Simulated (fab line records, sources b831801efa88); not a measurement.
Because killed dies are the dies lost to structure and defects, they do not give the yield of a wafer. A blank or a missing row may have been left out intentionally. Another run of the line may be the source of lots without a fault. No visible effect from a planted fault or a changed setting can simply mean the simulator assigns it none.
fab line records	flow gf180mcu
record: lots: 12	wafers: 34	last-day: 34
route steps=602 shown V2@387 V4@478 MIM@512
lots that met no fault: from a run of the same line without faults
start-h: start of the lot's first displayed wafer, in hours after the record's first day	wait-h: hours elapsed since this lot's preceding step	" as in the row above	L1.1+2: several wafers, shown together as one row	- no value present, or no start provided	* or withheld: withheld	< > ~ a bound
route shown NAME@n: a module of which the file shows steps, and the number in the route of the first	usual: average and standard deviation across the fault-free wafers	same: alike in all rows	chamber/n: place in a boat	sites: the reading at each site	_std_site: the values' standard deviation	_edge_site: the outer-site mean with the inner-site mean subtracted	radius-mm: for every site, how far away it sits from the centre of the wafer	mask NAME#n: copy n	behind: the last tool/chamber to shape the wafer	hold: why the lot went on hold/how many hours it stayed there/how the hold came to an end	device: whichever transistor did not switch (one of n, p or np)	end of line: tests run on the same wafers once the route is complete	a step without rows: its recipe alone	killed: count of dies lost to structure and defects at first sort (not the wafer's yield)	map: the dies of a wafer, with x for killed, . for not killed, _ for no die there
set.NAME: the setting the step ran with; set.NAME@STEP: the setting that earlier step ran with	model.NAME: the simulator's own value behind a step, which no gauge read
one table for each step of the route and one row for each wafer, over a sample of lots
services: from which hour (start-h, from the record's first day; less than 0 if before it) a tool's chamber was out of use, for how many hours, and why
== steps ==
step: GF_V2_BOW_MEAS_05
recipe: mode: bow
usual: V2_BOW: 100/7.8
lot.wafer	tool	chamber	start-h	wait-h	V2_BOW[um]
L845.2	film-metro-02	-	462.27	0.2	111
L845.4	"	-	"	"	109
L845.5	"	-	"	"	99
L846.1	film-metro-01	-	476.52	0.2	99
L846.3	"	-	"	"	100
L846.5	"	-	"	"	110
L847.3	film-metro-03	-	484.92	0.2	95
L847.5	"	-	"	"	90
L847.6	"	-	"	"	96
L848.2	film-metro-03	-	491.34	0.2	94
L848.3	"	-	"	"	83
L848.6	"	-	"	"	98
L849.1	film-metro-02	-	511.02	0.1	94
L849.3	"	-	"	"	106
L849.5	"	-	"	"	92
L850.3	film-metro-02	-	514.78	0.2	91
L850.5	"	-	"	"	100
L853.4	film-metro-01	-	537.71	0.2	94
L853.5	"	-	"	"	97
L859.3	film-metro-03	-	592.34	0.2	85
L859.5	"	-	"	"	100
L859.6	"	-	"	"	99
L860.3	film-metro-03	-	593.54	0.3	105
L860.5	"	-	"	"	115
L860.6	"	-	"	"	92
L861.1	film-metro-02	-	597.28	0.2	101
L861.3	"	-	"	"	98
L861.4	"	-	"	"	104
L863.1	film-metro-01	-	616.27	0.2	107
L863.3	"	-	"	"	98
L863.6	"	-	"	"	104
L864.3	film-metro-03	-	616.98	0.1	107
L864.4	"	-	"	"	109
L864.6	"	-	"	"	110
step: GF_V4_CVD_02
recipe: material: SiO2	target-thk-nm: 850	precursor: TEOS	temp-c: 400	time-s: 94.851	rf-w: 600
usual: heater-power-w: 677/92
lot.wafer	tool	chamber	start-h	wait-h	heater-power-w
L845.2	pecvd-02	0	568.72	0.0	714
L845.4	"	0	"	"	778
L845.5	"	1	"	"	815
L846.1	pecvd-02	0	572.29	0.1	779
L846.3	"	2	"	"	674
L846.5	"	0	"	"	613
L847.3	pecvd-03	2	579.95	0.0	843
L847.5	"	0	"	"	467
L847.6	"	1	"	"	649
L848.2	pecvd-04	1	592.46	0.0	661
L848.3	"	2	"	"	625
L848.6	"	2	"	"	683
L849.1	pecvd-03	0	604.12	0.1	543
L849.3	"	1	"	"	706
L849.5	"	0	"	"	563
L850.3	pecvd-03	1	615.11	0.0	711
L850.5	"	2	"	"	674
L853.4	pecvd-03	2	636.59	0.1	686
L853.5	"	1	"	"	830
L859.3	pecvd-02	1	678.66	0.0	833
L859.5	"	1	"	"	666
L859.6	"	2	"	"	633
L860.3	pecvd-02	2	680.75	0.0	547
L860.5	"	0	"	"	633
L860.6	"	2	"	"	600
L861.1	pecvd-02	1	682.90	0.1	750
L861.3	"	2	"	"	644
L861.4	"	2	"	"	524
L863.1	pecvd-04	1	700.17	0.1	668
L863.3	"	2	"	"	682
L863.6	"	1	"	"	672
L864.3	pecvd-04	0	701.91	0.0	650
L864.4	"	2	"	"	700
L864.6	"	0	"	"	674
step: GF_V4_THK_MEAS_03
recipe: reads: SiO2_of_V4_CVD_02
usual: V4_CVD_02_THK: 846/12
lot.wafer	tool	chamber	start-h	wait-h	V4_CVD_02_THK[nm]
L845.2	film-metro-01	-	568.83	0.1	827
L845.4	"	-	"	"	844
L845.5	"	-	"	"	857
L846.1	film-metro-03	-	572.36	0.0	827
L846.3	"	-	"	"	844
L846.5	"	-	"	"	838
L847.3	film-metro-02	-	580.04	0.1	845
L847.5	"	-	"	"	844
L847.6	"	-	"	"	855
L848.2	film-metro-03	-	592.54	0.0	839
L848.3	"	-	"	"	850
L848.6	"	-	"	"	843
L849.1	film-metro-01	-	604.19	0.0	817
L849.3	"	-	"	"	833
L849.5	"	-	"	"	833
L850.3	film-metro-02	-	615.19	0.1	721
L850.5	"	-	"	"	843
L853.4	film-metro-03	-	636.65	0.0	767
L853.5	"	-	"	"	851
L859.3	film-metro-01	-	678.75	0.1	862
L859.5	"	-	"	"	872
L859.6	"	-	"	"	870
L860.3	film-metro-01	-	680.84	0.1	853
L860.5	"	-	"	"	838
L860.6	"	-	"	"	859
L861.1	film-metro-02	-	682.97	0.0	841
L861.3	"	-	"	"	846
L861.4	"	-	"	"	856
L863.1	film-metro-03	-	700.24	0.0	827
L863.3	"	-	"	"	820
L863.6	"	-	"	"	840
L864.3	film-metro-02	-	702.00	0.1	834
L864.4	"	-	"	"	854
L864.6	"	-	"	"	862
step: GF_V4_CMP_04
recipe: material: SiO2	down-force-psi: 4	platen-rpm: 60	pad-velocity-m-s: 0.94248
usual: motor-current-A: 11.9/1.6	time-to-endpoint-s: 79/6.5
lot.wafer	tool	chamber	start-h	wait-h	motor-current-A	time-to-endpoint-s
L845.4	cmp-01	0	568.93	0.1	12.0	81
L845.2	"	2	"	"	11.9	70
L845.5	"	0	"	"	11.6	88
L846.1	cmp-02	3	573.05	0.7	10.4	67
L846.3	"	0	"	"	12.8	79
L846.5	"	1	"	"	12.8	72
L847.3	cmp-02	2	580.18	0.1	14.7	77
L847.6	"	0	"	"	11.9	79
L847.5	"	1	"	"	13.2	75
L848.3	cmp-02	0	592.95	0.4	12.1	79
L848.2	"	2	"	"	14.7	79
L848.6	"	0	"	"	11.8	76
L849.3	cmp-02	1	604.30	0.1	13.0	73
L849.1	"	3	"	"	10.5	60
L849.5	"	0	"	"	11.8	72
L850.3	cmp-02	3	615.28	0.1	10.6	28
L850.5	"	3	"	"	10.3	72
L853.4	cmp-01	0	636.68	0.0	12.0	52
L853.5	"	1	"	"	10.2	85
L859.3	cmp-01	0	678.79	0.0	11.6	85
L859.5	"	0	"	"	11.5	91
L859.6	"	1	"	"	9.7	89
L860.3	cmp-01	1	680.98	0.1	9.8	86
L860.5	"	3	"	"	10.1	73
L860.6	"	0	"	"	11.9	88
L861.1	cmp-02	1	683.04	0.1	12.8	80
L861.3	"	2	"	"	14.8	83
L861.4	"	3	"	"	10.4	81
L863.3	cmp-02	3	700.35	0.1	10.5	68
L863.1	"	1	"	"	13.4	75
L863.6	"	3	"	"	10.7	74
L864.3	cmp-01	1	702.46	0.4	10.2	78
L864.4	"	2	"	"	11.2	81
L864.6	"	1	"	"	9.3	92
step: GF_V4_CD_MEAS_14
recipe: target-cd-nm: 260
usual: cd-nm: 260.3/1.1
lot.wafer	tool	chamber	start-h	wait-h	cd-nm
L845.2	cd-sem-01	-	590.47	0.1	260.0
L845.4	"	-	"	"	259.8
L845.5	"	-	"	"	258.5
L846.1	cd-sem-01	-	594.47	0.1	259.4
L846.3	"	-	"	"	259.2
L846.5	"	-	"	"	258.4
L847.3	cd-sem-01	-	602.01	0.1	261.5
L847.5	"	-	"	"	260.9
L847.6	"	-	"	"	260.2
L848.2	cd-sem-02	-	614.55	0.1	260.9
L848.3	"	-	"	"	261.0
L848.6	"	-	"	"	261.0
L849.1	cd-sem-02	-	625.00	0.1	259.4
L849.3	"	-	"	"	261.6
L849.5	"	-	"	"	260.9
L850.3	cd-sem-01	-	635.72	0.1	259.0
L850.5	"	-	"	"	261.4
L853.4	cd-sem-02	-	657.26	0.1	262.0
L853.5	"	-	"	"	260.6
L859.3	cd-sem-01	-	698.07	0.1	261.5
L859.5	"	-	"	"	260.7
L859.6	"	-	"	"	261.9
L860.3	cd-sem-02	-	699.99	0.1	259.4
L860.5	"	-	"	"	261.6
L860.6	"	-	"	"	261.9
L861.1	cd-sem-02	-	702.57	0.1	260.7
L861.3	"	-	"	"	261.5
L861.4	"	-	"	"	261.8
L863.1	cd-sem-02	-	718.40	0.1	259.8
L863.3	"	-	"	"	261.0
L863.6	"	-	"	"	261.1
L864.3	cd-sem-02	-	720.91	0.1	258.5
L864.4	"	-	"	"	259.7
L864.6	"	-	"	"	260.7
step: GF_MIM_SPUTTER_09
recipe: material: TiN	target-thk-nm: 35	power-w: 6500	time-s: 29.2	chamber-pressure-pa: 0.4
usual: chamber-pressure-pa: 0.4002/0.00077	throttle-valve-pct: 30.0/0.86
lot.wafer	tool	chamber	start-h	wait-h	chamber-pressure-pa	throttle-valve-pct
L845.2	pvd-sputter-01	-	592.35	0.0	0.4011	29.1
L845.4	"	-	"	"	0.4002	29.6
L845.5	"	-	"	"	0.4000	30.4
L846.1	pvd-sputter-04	-	596.88	0.0	0.4015	29.0
L846.3	"	-	"	"	0.4000	30.0
L846.5	"	-	"	"	0.3999	30.2
L847.3	pvd-sputter-04	-	603.88	0.0	0.3993	31.0
L847.5	"	-	"	"	0.3996	31.1
L847.6	"	-	"	"	0.4000	31.8
L848.2	pvd-sputter-02	-	616.47	0.0	0.3996	29.8
L848.3	"	-	"	"	0.3996	29.1
L848.6	"	-	"	"	0.4000	28.9
L849.1	pvd-sputter-01	-	626.90	0.0	0.3989	29.7
L849.3	"	-	"	"	0.4014	30.4
L849.5	"	-	"	"	0.3996	29.2
L850.3	pvd-sputter-01	-	637.57	0.0	0.4003	30.4
L850.5	"	-	"	"	0.3997	28.9
L853.4	pvd-sputter-02	-	659.14	0.0	0.3992	28.5
L853.5	"	-	"	"	0.4009	29.9
L859.3	pvd-sputter-02	-	699.98	0.0	0.4014	30.7
L859.5	"	-	"	"	0.4000	28.9
L859.6	"	-	"	"	0.3999	31.1
L860.3	pvd-sputter-04	-	701.86	0.0	0.3992	31.2
L860.5	"	-	"	"	0.4000	29.2
L860.6	"	-	"	"	0.4003	31.7
L861.1	pvd-sputter-02	-	704.97	0.0	0.4010	29.0
L861.3	"	-	"	"	0.4003	29.7
L861.4	"	-	"	"	0.4001	28.6
L863.1	pvd-sputter-04	-	720.36	0.0	0.3996	29.1
L863.3	"	-	"	"	0.4006	31.3
L863.6	"	-	"	"	0.4001	29.2
L864.3	pvd-sputter-04	-	722.84	0.0	0.3998	29.2
L864.4	"	-	"	"	0.4004	30.1
L864.6	"	-	"	"	0.4008	31.6
== services ==
tool	chamber	start-h	hours	kind
cmp-02	-	556.30	5.4	pm
pvd-sputter-04	-	565.59	16.2	repair
cmp-02	-	566.81	1.6	repair
cmp-01	-	572.25	4.0	pm
pvd-sputter-02	-	573.92	0.5	repair
cmp-01	-	576.25	-	consumable-replace:conditioner
cmp-01	-	576.25	-	consumable-replace:pad
pecvd-04	-	576.74	6.2	repair
cmp-01	-	589.61	6.9	repair
pecvd-02	1	602.88	7.3	repair
pvd-sputter-04	-	623.62	3.3	repair
cmp-01	-	626.89	6.4	repair
pecvd-04	-	640.37	0.8	pm
pvd-sputter-01	-	648.08	17.5	repair
cmp-01	-	650.79	0.3	repair
cmp-02	-	654.74	0.7	repair
cmp-02	-	665.92	6.6	pm
pecvd-04	-	669.46	28.1	pm
pecvd-02	0	670.97	2.5	repair
pecvd-03	0	686.84	9.5	repair
pecvd-02	0	700.02	7.0	repair
cmp-02	-	701.79	13.8	pm
pecvd-04	-	702.45	0.4	repair
pvd-sputter-01	-	711.25	2.3	repair
== key ==
first-sign: step: GF_V4_THK_MEAS_03	reading: V4_CVD_02_THK	direction: down	sigmas: 8.1	usual: 846	struck: 744
effect: step: GF_V4_CMP_04	reading: time-to-endpoint-s	direction: down	sigmas: 6	usual: *	struck: *
met-at GF_V4_CVD_02
struck-lots L850,L853
struck-wafers L850.3,L853.4
not-acting-at GF_V2_BOW_MEAS_05,GF_V4_CD_MEAS_14,GF_MIM_SPUTTER_09
onset-between 604.12 615.11
fault: kind: process-parameter-drift	tool: pecvd-03	chamber: -	onset-h: 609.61	steps: GF_V4_CVD_02	channel: target-thk-nm	offset: -99.933	shape: step	end-h: 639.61	scope: struck-wafers-only	acts-in: these-recipes-only	stated: 850
